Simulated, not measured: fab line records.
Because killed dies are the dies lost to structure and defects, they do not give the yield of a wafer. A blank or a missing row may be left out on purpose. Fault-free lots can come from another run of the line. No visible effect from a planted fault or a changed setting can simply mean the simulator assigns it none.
The tool behind it: which one? / flow gf180mcu / Sampling: 14 lots, 42 wafers, 2 of 602 route steps

## WHAT EACH GAUGE READ, for each wafer
GF_VT_IMPLANT_TW_MEAS_10. Usual: VT_IMPLANT_TW gives 561 (standard deviation 9.3).
lot=L838; measured=day 5 23:35; on=film_metro-04; VT_IMPLANT_TW=549 552 552; flag=
lot=L839; measured=day 6 10:13; on=film_metro-02; VT_IMPLANT_TW=574 572 578; flag=
lot=L841; measured=day 6 14:13; on=film_metro-02; VT_IMPLANT_TW=573 574 576; flag=
lot=L843; measured=day 7 00:37; on=film_metro-03; VT_IMPLANT_TW=556 559 558; flag=
lot=L846; measured=day 7 12:41; on=film_metro-02; VT_IMPLANT_TW=574 576 574; flag=
lot=L847; measured=day 7 21:11; on=film_metro-02; VT_IMPLANT_TW=572 574 571; flag=
lot=L848; measured=day 8 03:49; on=film_metro-03; VT_IMPLANT_TW=556 559 559; flag=
lot=L850; measured=day 8 16:19; on=film_metro-03; VT_IMPLANT_TW=557 557 557; flag=
lot=L851; measured=day 8 22:02; on=film_metro-04; VT_IMPLANT_TW=554 553 552; flag=
lot=L854; measured=day 9 15:13; on=film_metro-04; VT_IMPLANT_TW=551 551 552; flag=
lot=L856; measured=day 10 06:19; on=film_metro-02; VT_IMPLANT_TW=574 573 573; flag=
lot=L858; measured=day 10 17:40; on=film_metro-02; VT_IMPLANT_TW=573 573 572; flag=
lot=L859; measured=day 10 23:25; on=film_metro-03; VT_IMPLANT_TW=561 560 556; flag=
lot=L861; measured=day 11 10:34; on=film_metro-03; VT_IMPLANT_TW=556 554 554; flag=

GF_VT_IMPLANT_OVL_MEAS_18. Usual: VT_IMPLANT_01_OVL gives 0.7 nm (standard deviation 1.2).
lot=L838; measured=day 6 14:44; on=overlay-01; VT_IMPLANT_01_OVL (nm)=-0.2 1.0 -0.7; flag=
lot=L839; measured=day 7 00:26; on=overlay-01; VT_IMPLANT_01_OVL (nm)=0.4 0.0 -0.1; flag=
lot=L841; measured=day 7 04:35; on=overlay-02; VT_IMPLANT_01_OVL (nm)=-0.3 1.6 0.3; flag=
lot=L843; measured=day 7 16:07; on=overlay-01; VT_IMPLANT_01_OVL (nm)=0.3 -0.1 -1.3; flag=
lot=L846; measured=day 8 04:47; on=overlay-02; VT_IMPLANT_01_OVL (nm)=-0.8 0.4 -0.5; flag=
lot=L847; measured=day 8 13:53; on=overlay-01; VT_IMPLANT_01_OVL (nm)=-0.5 -0.2 0.0; flag=
lot=L848; measured=day 8 20:11; on=overlay-01; VT_IMPLANT_01_OVL (nm)=1.9 1.7 1.4; flag=
lot=L850; measured=day 9 09:26; on=overlay-02; VT_IMPLANT_01_OVL (nm)=1.9 3.8 3.7; flag=
lot=L851; measured=day 9 14:38; on=overlay-01; VT_IMPLANT_01_OVL (nm)=0.1 1.5 1.9; flag=
lot=L854; measured=day 10 08:14; on=overlay-02; VT_IMPLANT_01_OVL (nm)=-0.9 -1.4 -1.0; flag=
lot=L856; measured=day 10 23:31; on=overlay-01; VT_IMPLANT_01_OVL (nm)=1.8 0.8 1.3; flag=
lot=L858; measured=day 11 12:10; on=overlay-01; VT_IMPLANT_01_OVL (nm)=0.6 2.1 3.3; flag=
lot=L859; measured=day 11 17:34; on=overlay-01; VT_IMPLANT_01_OVL (nm)=-0.4 0.0 0.3; flag=
lot=L861; measured=day 12 05:19; on=overlay-01; VT_IMPLANT_01_OVL (nm)=1.9 2.3 1.7; flag=

## EACH LOT AND THE TOOL THAT RAN IT (in order: tool; ch and the chambers of the sampled wafers; start)
Record: no process step prior to these readings.

## AS READ BY THE TOOLS THEMSELVES (means over the sampled wafers that have a number; for cases with no such wafer, the mark the record gives instead)
The record holds no such reading with a usual standard deviation.

## THE ANSWER, worked out from the rows above alone
Rule: take the mean of a lot's wafers that have a number; if it is more than 3 standard deviations from the usual mean, the lot is off. A lot without any number at a reading at which 4 lots or more have one is off too. Any other lot the step has rows for is counted as sound. The gauges are gone through in route order, then the tools' own readings, and for those a lot's mean is taken as printed above. At the first step where some lot is off, the reading lying furthest off is the one used; lots without a number count as furthest.
No lot is off on any of the readings shown, so nothing can be concluded from this.

## WHAT HAD BEEN PUT IN BY THE SIMULATOR
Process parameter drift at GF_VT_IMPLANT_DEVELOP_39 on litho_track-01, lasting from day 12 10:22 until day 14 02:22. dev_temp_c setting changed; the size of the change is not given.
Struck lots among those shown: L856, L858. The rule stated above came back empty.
